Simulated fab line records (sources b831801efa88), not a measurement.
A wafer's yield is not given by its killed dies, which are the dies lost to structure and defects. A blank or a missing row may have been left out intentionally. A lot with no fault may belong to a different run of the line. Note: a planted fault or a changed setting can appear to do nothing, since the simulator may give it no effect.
fab line records	flow sky130
record lots=24	wafers=72	lastDay=50
route steps=708 shown VIA1@481 VIA2@509 CAP2M@607 VIA4@659
lots untouched by any fault: they come from a run of this same line in which no faults occurred
startH: start of the lot's first displayed wafer, in hours after the record's first day	waitH: hours elapsed since this lot's preceding step	" the same as in the row above	L1.1+2: a row that stands for several wafers	- no value, or no start was given	* or withheld: withheld	< > ~ a bound
route shown NAME@n: names a module that has steps shown in the file, with the first one's number in the route	usual: mean/standard deviation of fault-free wafers	same: alike in all rows	chamber/n: place in a boat	sites: readings site by site	_std_site: the standard deviation of these	_edge_site: mean of outer sites minus mean of inner sites	radiusMm: for every site, how far away it sits from the centre of the wafer	mask NAME#n: copy n	behind: the most recent tool/chamber to have shaped the wafer	hold: why the lot went on hold/how many hours it stayed there/how the hold came to an end	device: the n, p or np transistor that did not switch	end of line: tests run on the same wafers once the route is complete	step lacking rows: just its recipe	killed: at the first sort, the dies lost to defects and structure; wafer yield is something else	map: the dies of a wafer, with x for killed, . for not killed, _ for no die there
set.NAME: the setting the step ran with; set.NAME@STEP: the setting that earlier step ran with	model.NAME: the simulator's own value behind a step, which no gauge read
one table for each step of the route and one row for each wafer, over a sample of lots
services: from which hour (startH, from the record's first day; less than 0 if before it) a tool's chamber was out of use, for how many hours, and why
## steps
# step SKY_VIA1_THK_MEAS_23
# recipe thkMeasGauge=xrf	reads=W_of_VIA1_CVD_21
# usual VIA1_W_THK=269.6/2.9
lot.wafer	tool	chamber	startH	waitH	VIA1_W_THK[nm]
L074.3	filmMetro-01	-	798.06	0.1	268.5
L074.4	"	-	"	"	274.0
L074.6	"	-	"	"	271.5
L075.2	filmMetro-02	-	802.96	0.1	267.5
L075.3	"	-	"	"	270.0
L075.5	"	-	"	"	266.7
L076.2	filmMetro-01	-	807.76	0.1	272.4
L076.4	"	-	"	"	268.9
L076.6	"	-	"	"	273.7
L077.2	filmMetro-02	-	814.72	0.1	272.4
L077.4	"	-	"	"	275.1
L077.5	"	-	"	"	272.0
L078.1	filmMetro-04	-	822.02	0.1	273.2
L078.2	"	-	"	"	270.2
L078.3	"	-	"	"	270.6
L079.2	filmMetro-02	-	830.62	0.1	267.1
L079.3	"	-	"	"	266.6
L079.5	"	-	"	"	268.2
L080.1	filmMetro-02	-	838.54	0.1	268.6
L080.4	"	-	"	"	266.7
L080.5	"	-	"	"	271.4
L081.1	filmMetro-01	-	858.89	0.1	267.5
L081.5	"	-	"	"	266.8
L081.6	"	-	"	"	270.2
L082.2	filmMetro-01	-	861.04	0.1	265.3
L082.3	"	-	"	"	268.8
L082.5	"	-	"	"	270.5
L083.1	filmMetro-01	-	861.64	0.1	265.5
L083.3	"	-	"	"	264.7
L083.5	"	-	"	"	268.5
L084.1	filmMetro-04	-	865.34	0.1	267.8
L084.4	"	-	"	"	274.1
L084.6	"	-	"	"	269.7
L085.1	filmMetro-01	-	875.15	0.1	266.4
L085.4	"	-	"	"	266.5
L085.5	"	-	"	"	271.6
L086.1	filmMetro-04	-	884.56	0.1	270.5
L086.3	"	-	"	"	271.4
L086.4	"	-	"	"	267.6
L087.1	filmMetro-02	-	896.91	0.1	275.5
L087.2	"	-	"	"	271.4
L087.3	"	-	"	"	266.2
L088.1	filmMetro-02	-	898.74	0.1	270.4
L088.4	"	-	"	"	263.1
L088.6	"	-	"	"	267.7
L089.1	filmMetro-04	-	906.02	0.1	265.9
L089.2	"	-	"	"	268.4
L089.4	"	-	"	"	264.8
L090.1	filmMetro-02	-	912.05	0.1	271.7
L090.2	"	-	"	"	268.9
L090.5	"	-	"	"	272.6
L091.1	filmMetro-01	-	922.55	0.1	267.6
L091.2	"	-	"	"	270.3
L091.3	"	-	"	"	273.5
L092.2	filmMetro-04	-	928.45	0.1	269.7
L092.3	"	-	"	"	266.0
L092.5	"	-	"	"	265.0
L093.1	filmMetro-02	-	930.39	0.1	267.4
L093.2	"	-	"	"	274.2
L093.3	"	-	"	"	270.4
L094.2	filmMetro-04	-	938.90	0.1	271.1
L094.3	"	-	"	"	268.6
L094.4	"	-	"	"	272.1
L095.1	filmMetro-02	-	947.87	0.1	266.4
L095.3	"	-	"	"	268.6
L095.4	"	-	"	"	275.5
L096.2	filmMetro-02	-	953.33	0.1	273.6
L096.3	"	-	"	"	269.9
L096.5	"	-	"	"	271.5
L097.1	filmMetro-02	-	959.17	0.1	270.2
L097.5	"	-	"	"	271.5
L097.6	"	-	"	"	274.5
# step SKY_VIA2_CMP_02
# recipe material=SiO2	downForcePsi=4	platenRpm=60	padVelocityMS=0.94248
# usual motorCurrentA=12.0/1.2
lot.wafer	tool	chamber	startH	waitH	motorCurrentA
L074.3	cmp-02	1	826.18	0.0	14.5
L074.4	"	0	"	"	10.2
L074.6	"	1	"	"	13.4
L075.3	cmp-02	2	831.04	0.1	10.8
L075.2	"	0	"	"	10.4
L075.5	"	1	"	"	14.6
L076.4	cmp-02	3	836.43	0.1	11.2
L076.2	"	0	"	"	10.4
L076.6	"	2	"	"	11.3
L077.4	cmp-02	0	842.06	0.0	10.6
L077.2	"	3	"	"	10.6
L077.5	"	1	"	"	13.5
L078.2	cmp-01	0	850.63	0.4	12.4
L078.3	"	1	"	"	10.6
L078.1	"	2	"	"	12.1
L079.2	cmp-01	3	858.31	0.0	13.2
L079.3	"	0	"	"	12.0
L079.5	"	0	"	"	13.4
L080.4	cmp-01	1	867.25	0.0	11.3
L080.1	"	3	"	"	12.3
L080.5	"	1	"	"	11.0
L081.1	cmp-02	2	887.25	0.1	10.5
L081.5	"	0	"	"	10.4
L081.6	"	1	"	"	13.2
L082.2	cmp-01	2	889.48	0.1	12.1
L082.3	"	3	"	"	13.3
L082.5	"	1	"	"	11.1
L083.1	cmp-01	0	889.73	0.1	12.9
L083.3	"	3	"	"	12.8
L083.5	"	1	"	"	11.1
L084.1	cmp-01	0	893.51	0.1	12.5
L084.4	"	1	"	"	10.8
L084.6	"	2	"	"	11.9
L085.4	cmp-01	0	902.90	0.1	12.5
L085.1	"	1	"	"	11.5
L085.5	"	3	"	"	12.1
L086.1	cmp-01	2	911.62	0.1	11.4
L086.4	"	0	"	"	11.8
L086.3	"	1	"	"	10.7
L087.3	cmp-01	0	924.16	0.3	13.2
L087.2	"	1	"	"	10.5
L087.1	"	3	"	"	12.3
L088.4	cmp-02	1	924.60	0.0	14.4
L088.1	"	2	"	"	10.7
L088.6	"	1	"	"	14.0
L089.2	cmp-02	1	932.47	0.0	13.2
L089.4	"	3	"	"	11.3
L089.1	"	0	"	"	10.5
L090.1	cmp-02	1	937.15	0.1	14.5
L090.2	"	2	"	"	10.3
L090.5	"	1	"	"	14.8
L091.1	cmp-01	3	948.28	0.1	13.0
L091.2	"	0	"	"	12.9
L091.3	"	1	"	"	11.4
L092.3	cmp-02	1	954.42	0.0	14.3
L092.2	"	3	"	"	11.1
L092.5	"	1	"	"	13.6
L093.2	cmp-01	2	956.66	0.1	12.1
L093.3	"	0	"	"	12.8
L093.1	"	1	"	"	11.0
L094.3	cmp-02	1	964.62	0.0	14.3
L094.2	"	2	"	"	11.2
L094.4	"	0	"	"	9.9
L095.3	cmp-01	2	973.61	0.0	11.9
L095.4	"	3	"	"	12.9
L095.1	"	0	"	"	13.0
L096.2	cmp-02	3	978.67	0.1	11.6
L096.3	"	0	"	"	10.6
L096.5	"	3	"	"	11.3
L097.1	cmp-01	0	984.82	0.1	12.1
L097.5	"	3	"	"	12.9
L097.6	"	0	"	"	12.4
# step SKY_VIA2_CD_MEAS_12
# recipe targetCdNm=200
# usual cdNm=200.0/1.5
lot.wafer	tool	chamber	startH	waitH	cdNm
L074.3	cdSem-01	-	852.67	-	198.6
L074.4	"	-	"	"	198.8
L074.6	"	-	"	"	201.4
L075.2	cdSem-02	-	857.52	-	200.8
L075.3	"	-	"	"	200.5
L075.5	"	-	"	"	200.7
L076.2	cdSem-02	-	862.95	-	199.4
L076.4	"	-	"	"	199.3
L076.6	"	-	"	"	198.8
L077.2	cdSem-01	-	868.17	-	197.5
L077.4	"	-	"	"	196.9
L077.5	"	-	"	"	198.7
L078.1	cdSem-02	-	877.54	-	200.8
L078.2	"	-	"	"	200.8
L078.3	"	-	"	"	201.8
L079.2	cdSem-02	-	885.40	-	200.7
L079.3	"	-	"	"	201.8
L079.5	"	-	"	"	201.7
L080.1	cdSem-01	-	893.79	-	199.7
L080.4	"	-	"	"	200.4
L080.5	"	-	"	"	199.5
L081.1	cdSem-02	-	913.10	-	198.8
L081.5	"	-	"	"	199.3
L081.6	"	-	"	"	199.2
L082.2	cdSem-02	-	914.51	-	200.9
L082.3	"	-	"	"	200.4
L082.5	"	-	"	"	198.3
L083.1	cdSem-01	-	915.05	-	196.5
L083.3	"	-	"	"	197.0
L083.5	"	-	"	"	197.0
L084.1	cdSem-02	-	918.45	-	202.6
L084.4	"	-	"	"	201.6
L084.6	"	-	"	"	202.5
L085.1	cdSem-02	-	927.68	-	201.5
L085.4	"	-	"	"	199.5
L085.5	"	-	"	"	199.8
L086.1	cdSem-01	-	935.50	-	200.9
L086.3	"	-	"	"	200.8
L086.4	"	-	"	"	199.4
L087.1	cdSem-01	-	948.73	-	196.9
L087.2	"	-	"	"	196.9
L087.3	"	-	"	"	197.1
L088.1	cdSem-01	-	949.43	-	199.4
L088.4	"	-	"	"	201.8
L088.6	"	-	"	"	201.7
L089.1	cdSem-02	-	957.58	-	200.1
L089.2	"	-	"	"	201.9
L089.4	"	-	"	"	200.0
L090.1	cdSem-02	-	961.83	-	202.2
L090.2	"	-	"	"	200.6
L090.5	"	-	"	"	199.7
L091.1	cdSem-02	-	972.53	-	200.4
L091.2	"	-	"	"	201.5
L091.3	"	-	"	"	201.7
L092.2	cdSem-01	-	978.56	-	199.6
L092.3	"	-	"	"	199.7
L092.5	"	-	"	"	200.3
L093.1	cdSem-02	-	980.89	-	199.9
L093.2	"	-	"	"	200.5
L093.3	"	-	"	"	200.1
L094.2	cdSem-02	-	989.06	-	202.0
L094.3	"	-	"	"	201.3
L094.4	"	-	"	"	200.1
L095.1	cdSem-01	-	997.78	-	196.7
L095.3	"	-	"	"	197.9
L095.4	"	-	"	"	198.0
L096.2	cdSem-01	-	1001.75	-	202.2
L096.3	"	-	"	"	201.9
L096.5	"	-	"	"	201.2
L097.1	cdSem-01	-	1008.84	-	200.4
L097.5	"	-	"	"	200.7
L097.6	"	-	"	"	200.7
# step SKY_VIA2_SPUTTER_20
# recipe material=TiN	targetThkNm=20	chamberPressurePa=5	powerW=4000	timeS=80
# usual throttleValvePct=30.0/1.1
lot.wafer	tool	chamber	startH	waitH	throttleValvePct
L074.3	pvdSputter-04	-	853.50	0.0	30.3
L074.4	"	-	"	"	30.7
L074.6	"	-	"	"	30.1
L075.2	pvdSputter-02	-	858.36	0.0	28.6
L075.3	"	-	"	"	32.5
L075.5	"	-	"	"	30.9
L076.2	pvdSputter-03	-	863.79	0.0	28.7
L076.4	"	-	"	"	29.2
L076.6	"	-	"	"	29.9
L077.2	pvdSputter-02	-	869.07	0.0	31.1
L077.4	"	-	"	"	28.8
L077.5	"	-	"	"	30.4
L078.1	pvdSputter-02	-	878.40	0.0	31.1
L078.2	"	-	"	"	32.2
L078.3	"	-	"	"	28.7
L079.2	pvdSputter-04	-	886.23	0.0	29.2
L079.3	"	-	"	"	30.8
L079.5	"	-	"	"	29.0
L080.1	pvdSputter-03	-	894.64	0.0	28.5
L080.4	"	-	"	"	30.0
L080.5	"	-	"	"	30.2
L081.1	pvdSputter-03	-	913.95	0.0	29.9
L081.5	"	-	"	"	28.5
L081.6	"	-	"	"	30.3
L082.2	pvdSputter-03	-	915.40	0.0	29.0
L082.3	"	-	"	"	30.2
L082.5	"	-	"	"	29.2
L083.1	pvdSputter-03	-	915.96	0.0	30.4
L083.3	"	-	"	"	29.0
L083.5	"	-	"	"	29.3
L084.1	pvdSputter-04	-	919.31	0.0	29.3
L084.4	"	-	"	"	30.3
L084.6	"	-	"	"	29.7
L085.1	pvdSputter-02	-	928.53	0.0	30.2
L085.4	"	-	"	"	32.3
L085.5	"	-	"	"	32.4
L086.1	pvdSputter-02	-	936.36	0.0	30.5
L086.3	"	-	"	"	32.4
L086.4	"	-	"	"	28.9
L087.1	pvdSputter-03	-	949.58	0.0	30.1
L087.2	"	-	"	"	29.0
L087.3	"	-	"	"	28.8
L088.1	pvdSputter-04	-	950.29	0.0	29.8
L088.4	"	-	"	"	29.2
L088.6	"	-	"	"	30.7
L089.1	pvdSputter-02	-	958.43	0.0	28.8
L089.2	"	-	"	"	30.4
L089.4	"	-	"	"	32.4
L090.1	pvdSputter-04	-	962.75	0.0	29.3
L090.2	"	-	"	"	30.8
L090.5	"	-	"	"	28.7
L091.1	pvdSputter-02	-	973.43	0.0	28.7
L091.2	"	-	"	"	32.5
L091.3	"	-	"	"	30.2
L092.2	pvdSputter-02	-	979.39	0.0	32.4
L092.3	"	-	"	"	31.0
L092.5	"	-	"	"	28.6
L093.1	pvdSputter-04	-	981.76	0.0	30.5
L093.2	"	-	"	"	29.2
L093.3	"	-	"	"	29.8
L094.2	pvdSputter-04	-	989.93	0.0	30.4
L094.3	"	-	"	"	30.0
L094.4	"	-	"	"	29.2
L095.1	pvdSputter-04	-	998.65	0.0	30.1
L095.3	"	-	"	"	29.6
L095.4	"	-	"	"	30.6
L096.2	pvdSputter-03	-	1002.62	0.0	30.2
L096.3	"	-	"	"	28.5
L096.5	"	-	"	"	28.7
L097.1	pvdSputter-03	-	1009.70	0.0	30.2
L097.5	"	-	"	"	30.0
L097.6	"	-	"	"	30.2
# step SKY_CAP2M_THK_MEAS_04
# recipe thkMeasGauge=xrf	reads=TiN_of_CAP2M_SPUTTER_02
# usual CAP2M_TIN_THK=202.9/2.2
lot.wafer	tool	chamber	startH	waitH	CAP2M_TIN_THK[nm]
L074.3	filmMetro-03	-	935.43	0.1	202.4
L074.4	"	-	"	"	202.6
L074.6	"	-	"	"	203.3
L075.2	filmMetro-04	-	940.05	0.1	206.3
L075.3	"	-	"	"	203.1
L075.5	"	-	"	"	205.1
L076.2	filmMetro-02	-	944.45	0.1	199.4
L076.4	"	-	"	"	199.8
L076.6	"	-	"	"	201.6
L077.2	filmMetro-02	-	949.44	0.1	201.3
L077.4	"	-	"	"	200.0
L077.5	"	-	"	"	200.9
L078.1	filmMetro-03	-	958.39	0.1	202.6
L078.2	"	-	"	"	202.9
L078.3	"	-	"	"	200.6
L079.2	filmMetro-03	-	965.14	0.1	205.2
L079.3	"	-	"	"	201.8
L079.5	"	-	"	"	202.2
L080.1	filmMetro-03	-	972.81	0.1	203.0
L080.4	"	-	"	"	203.2
L080.5	"	-	"	"	203.4
L081.1	filmMetro-04	-	991.97	0.1	200.4
L081.5	"	-	"	"	199.2
L081.6	"	-	"	"	200.7
L082.2	filmMetro-02	-	992.36	0.1	201.9
L082.3	"	-	"	"	203.8
L082.5	"	-	"	"	202.5
L083.1	filmMetro-03	-	993.38	0.1	205.8
L083.3	"	-	"	"	207.4
L083.5	"	-	"	"	205.3
L084.1	filmMetro-04	-	996.29	0.1	201.4
L084.4	"	-	"	"	202.2
L084.6	"	-	"	"	201.3
L085.1	filmMetro-03	-	1005.76	0.1	202.3
L085.4	"	-	"	"	203.5
L085.5	"	-	"	"	201.2
L086.1	filmMetro-04	-	1012.97	0.1	199.3
L086.3	"	-	"	"	199.4
L086.4	"	-	"	"	200.5
L087.1	filmMetro-04	-	1025.23	0.1	202.0
L087.2	"	-	"	"	203.5
L087.3	"	-	"	"	204.0
L088.1	filmMetro-03	-	1025.43	0.1	205.0
L088.4	"	-	"	"	203.4
L088.6	"	-	"	"	204.7
L089.1	filmMetro-02	-	1033.89	0.1	199.6
L089.2	"	-	"	"	200.2
L089.4	"	-	"	"	199.5
L090.1	filmMetro-02	-	1037.78	0.1	202.1
L090.2	"	-	"	"	199.2
L090.5	"	-	"	"	200.1
L091.1	filmMetro-03	-	1046.89	0.1	200.7
L091.2	"	-	"	"	200.3
L091.3	"	-	"	"	199.7
L092.2	filmMetro-03	-	1053.98	0.1	206.1
L092.3	"	-	"	"	204.7
L092.5	"	-	"	"	206.1
L093.1	filmMetro-04	-	1055.36	0.1	207.3
L093.2	"	-	"	"	206.6
L093.3	"	-	"	"	209.0
L094.2	filmMetro-03	-	1061.93	0.1	204.6
L094.3	"	-	"	"	204.1
L094.4	"	-	"	"	203.0
L095.1	filmMetro-02	-	1070.50	0.1	202.3
L095.3	"	-	"	"	202.4
L095.4	"	-	"	"	201.6
L096.2	filmMetro-03	-	1076.88	0.1	206.4
L096.3	"	-	"	"	205.9
L096.5	"	-	"	"	203.8
L097.1	filmMetro-03	-	1082.04	0.1	204.2
L097.5	"	-	"	"	204.0
L097.6	"	-	"	"	203.4
# step SKY_VIA4_THK_MEAS_20
# recipe thkMeasGauge=xrf	reads=W_of_VIA4_CVD_18
# usual VIA4_W_THK=510/7.6
lot.wafer	tool	chamber	startH	waitH	VIA4_W_THK[nm]
L074.3	filmMetro-04	-	1009.77	0.1	509
L074.4	"	-	"	"	505
L074.6	"	-	"	"	508
L075.2	filmMetro-04	-	1014.15	0.1	509
L075.3	"	-	"	"	508
L075.5	"	-	"	"	501
L076.2	filmMetro-04	-	1017.61	0.1	504
L076.4	"	-	"	"	504
L076.6	"	-	"	"	500
L077.2	filmMetro-04	-	1022.34	0.1	502
L077.4	"	-	"	"	505
L077.5	"	-	"	"	501
L078.1	filmMetro-04	-	1031.42	0.1	503
L078.2	"	-	"	"	503
L078.3	"	-	"	"	501
L079.2	filmMetro-03	-	1037.78	0.1	513
L079.3	"	-	"	"	509
L079.5	"	-	"	"	511
L080.1	filmMetro-04	-	1044.83	0.1	496
L080.4	"	-	"	"	502
L080.5	"	-	"	"	502
L081.1	filmMetro-01	-	1062.99	0.1	507
L081.5	"	-	"	"	512
L081.6	"	-	"	"	510
L082.2	filmMetro-03	-	1063.45	0.1	515
L082.3	"	-	"	"	515
L082.5	"	-	"	"	521
L083.1	filmMetro-04	-	1064.42	0.1	500
L083.3	"	-	"	"	504
L083.5	"	-	"	"	503
L084.1	filmMetro-03	-	1065.88	0.1	516
L084.4	"	-	"	"	515
L084.6	"	-	"	"	523
L085.1	filmMetro-03	-	1076.23	0.1	516
L085.4	"	-	"	"	518
L085.5	"	-	"	"	518
L086.1	filmMetro-01	-	1082.08	0.1	518
L086.3	"	-	"	"	523
L086.4	"	-	"	"	522
L087.1	filmMetro-01	-	1092.90	0.1	521
L087.2	"	-	"	"	519
L087.3	"	-	"	"	520
L088.1	filmMetro-03	-	1093.32	0.1	510
L088.4	"	-	"	"	509
L088.6	"	-	"	"	503
L089.1	filmMetro-01	-	1101.29	0.1	515
L089.2	"	-	"	"	513
L089.4	"	-	"	"	519
L090.1	filmMetro-03	-	1105.09	0.1	505
L090.2	"	-	"	"	504
L090.5	"	-	"	"	501
L091.1	filmMetro-03	-	1113.29	0.1	516
L091.2	"	-	"	"	507
L091.3	"	-	"	"	507
L092.2	filmMetro-03	-	1118.59	0.1	504
L092.3	"	-	"	"	506
L092.5	"	-	"	"	507
L093.1	filmMetro-04	-	1119.77	0.1	503
L093.2	"	-	"	"	505
L093.3	"	-	"	"	504
L094.2	filmMetro-03	-	1125.73	0.1	510
L094.3	"	-	"	"	505
L094.4	"	-	"	"	503
L095.1	filmMetro-01	-	1133.27	0.1	512
L095.3	"	-	"	"	515
L095.4	"	-	"	"	518
L096.2	filmMetro-04	-	1138.92	0.1	498
L096.3	"	-	"	"	501
L096.5	"	-	"	"	502
L097.1	filmMetro-03	-	1143.83	0.1	512
L097.5	"	-	"	"	512
L097.6	"	-	"	"	512
## services
tool	chamber	startH	hours	kind
cmp-02	-	826.93	1.5	repair
pvdSputter-03	3	832.59	-	consumableReplace:kit
pvdSputter-03	3	832.59	18.0	scheduledDown
pvdSputter-03	3	832.59	18.0	ventCycle
cmp-02	-	849.84	2.2	repair
pvdSputter-04	-	849.85	2.1	repair
pvdSputter-03	-	870.84	1.2	repair
cmp-01	-	913.03	0.5	repair
cmp-02	-	917.28	1.7	repair
cmp-02	-	920.17	4.0	pm
cmp-02	-	924.17	-	consumableReplace:conditioner
cmp-02	-	924.17	-	consumableReplace:pad
cmp-01	-	927.67	1.3	repair
pvdSputter-02	-	941.63	1.3	repair
pvdSputter-04	2	948.39	-	consumableReplace:kit
pvdSputter-04	2	948.39	18.0	scheduledDown
pvdSputter-04	2	948.39	18.0	ventCycle
cmp-02	-	975.00	0.6	repair
pvdSputter-04	-	975.84	3.6	repair
cmp-01	-	1001.60	0.6	repair
cmp-01	-	1003.63	0.8	repair
## key
fault none
